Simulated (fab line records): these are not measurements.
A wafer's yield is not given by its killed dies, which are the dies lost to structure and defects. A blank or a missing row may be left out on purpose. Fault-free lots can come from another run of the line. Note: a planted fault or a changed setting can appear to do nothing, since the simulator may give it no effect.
Problem report in the 8D (eight disciplines) form, filled by code + flow gf180mcu + the parts of the form that need people (team, actions taken, sign-off) are left out

== 1. THE PROBLEM ==
Across 3 wafers from 2 lots, TOP_METAL_ALCU_RS at GF_TOP_METAL_RS_MEAS_05 averages 0.0549 ohm/sq, while fault-free wafers read 0.0328 ohm/sq with a standard deviation of 0.0004. Measured from the usual mean, that is +55 standard deviations.
The step: measures by four-point-probe.
The first sign was on wafer L930.1 at day 30 08:15, on film-metro-02. The record has a number at this step for 30 wafers belonging to 10 lots. By rule, "out" or "out of limits" means more than 4 standard deviations away from the usual mean. Any other wafer with a number is counted as sound.

== 2. WHAT THIS IS AND IS NOT ==
| question                    | is                     | is not                                                                                                  |
|-----------------------------|------------------------|---------------------------------------------------------------------------------------------------------|
| which readings at this step | TOP_METAL_ALCU_RS      | -                                                                                                       |
| which lots                  | L930, L931             | L922, L926, L936, L937, L938, L940, L942, L943                                                          |
| which wafers of those lots  | L930.1, L930.5, L931.5 | L930.4, L931.1, L931.2                                                                                  |
| read on which gauges        | film-metro-02          | film-metro-01, film-metro-03                                                                            |
| when                        | from day 30 08:15      | up to then (7 sound wafers); but 20 sound wafers of L931, L936, L937, L938, L940, L942, L943 came after |

== 3. THE SUSPECTS, EACH WITH WHAT RULES IT OUT ==
Counting: any tool at a process step up to the reading remains a suspect provided it ran every lot that is out. Sound lots after the first of them don't rule it out here, since some wafers of a struck lot are sound.
- the gauge at GF_TOP_METAL_RS_MEAS_05 has been ruled out. All the wafers that are out were read on film-metro-02, but those of them that GF_TOP_METAL_METAL_ETCH_16 has rows for are out there too, on other tools.
- cmp-01 at GF_V5_CMP_26 (polishes, stops on SiO2, t overpolish 15 s, target thk 0 nm): kept. Every lot that is out went through it, the first being L930 (day 30 07:44); the last sound lot it ran before that was L922 (day 27 22:46).
- pvd-sputter-02 at GF_TOP_METAL_SPUTTER_02 (material AlCu, target thk 900 nm, time 47.82 s): kept. Every lot that is out went through it, the first being L930 (day 30 08:10); the last sound lot it ran before that was L926 (day 29 04:28).
- Within cmp-01 at GF_V5_CMP_26: the wafers that are out ran in chambers 0, 2; their sound lot-mates ran in chambers 1, 3.
Left after counting: cmp-01 at GF_V5_CMP_26, pvd-sputter-02 at GF_TOP_METAL_SPUTTER_02.

== 4. THE CAUSE (what the simulator had put in) ==
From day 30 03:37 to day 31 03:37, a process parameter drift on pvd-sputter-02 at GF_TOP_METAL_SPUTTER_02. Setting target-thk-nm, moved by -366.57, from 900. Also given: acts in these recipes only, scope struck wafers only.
Counting leaves 2 suspects; this tool is one of them.

== 5. THE EFFECT CHAIN, in route order ==
Rows list readings where the struck wafers' mean (over those with a number) sits beyond 3 standard deviations from the usual. Scope: only readings with a usual standard deviation given in the record; hours: median across lots of the time from each lot's start at the first step in this table that gives one to its start at this step; sigmas: change in usual standard deviations.
| hours | step                       | reading            | usual         | on struck wafers | change  | sigmas |
|-------|----------------------------|--------------------|---------------|------------------|---------|--------|
| 0     | GF_TOP_METAL_RS_MEAS_05    | TOP_METAL_ALCU_RS  | 0.0328 ohm/sq | 0.0549           | +0.0221 | +55    |
| 0     | GF_TOP_METAL_THK_MEAS_06   | TOP_METAL_ALCU_THK | 884 nm        | 530              | -354    | -32    |
| 18    | GF_TOP_METAL_METAL_ETCH_16 | oes-product-au     | 0.964 a.u.    | 0.758            | -0.206  | -29    |
| 18    | GF_TOP_METAL_METAL_ETCH_16 | throttle-valve-pct | 28.258 %      | 28.482           | +0.224  | +22    |
Its process steps:
- GF_TOP_METAL_METAL_ETCH_16: etches the open film in Cl2/BCl3, stops on SiO2, target depth 1077.5 nm, time 179.6 s.
Later steps that measure or inspect, where all struck wafers having a row at the step show a number for every such reading and not one has moved that far: GF_TOP_METAL_CD_MEAS_14.

== 6. HOW IT WOULD HAVE BEEN CAUGHT EARLIER ==
The first out-of-limits reading at a measuring or inspecting step in this record came at day 30 08:15, 5 hours after the fault's start at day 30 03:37.
Of the tool readings at GF_TOP_METAL_SPUTTER_02 for which the record gives a usual standard deviation, none was out on any struck wafer, so an alarm limit of 4 standard deviations on them would not have fired.
L931, from the lots that are out (2), started GF_TOP_METAL_SPUTTER_02 on pvd-sputter-02 later than day 30 08:15. A tool hold placed at that time would have kept it from harm.
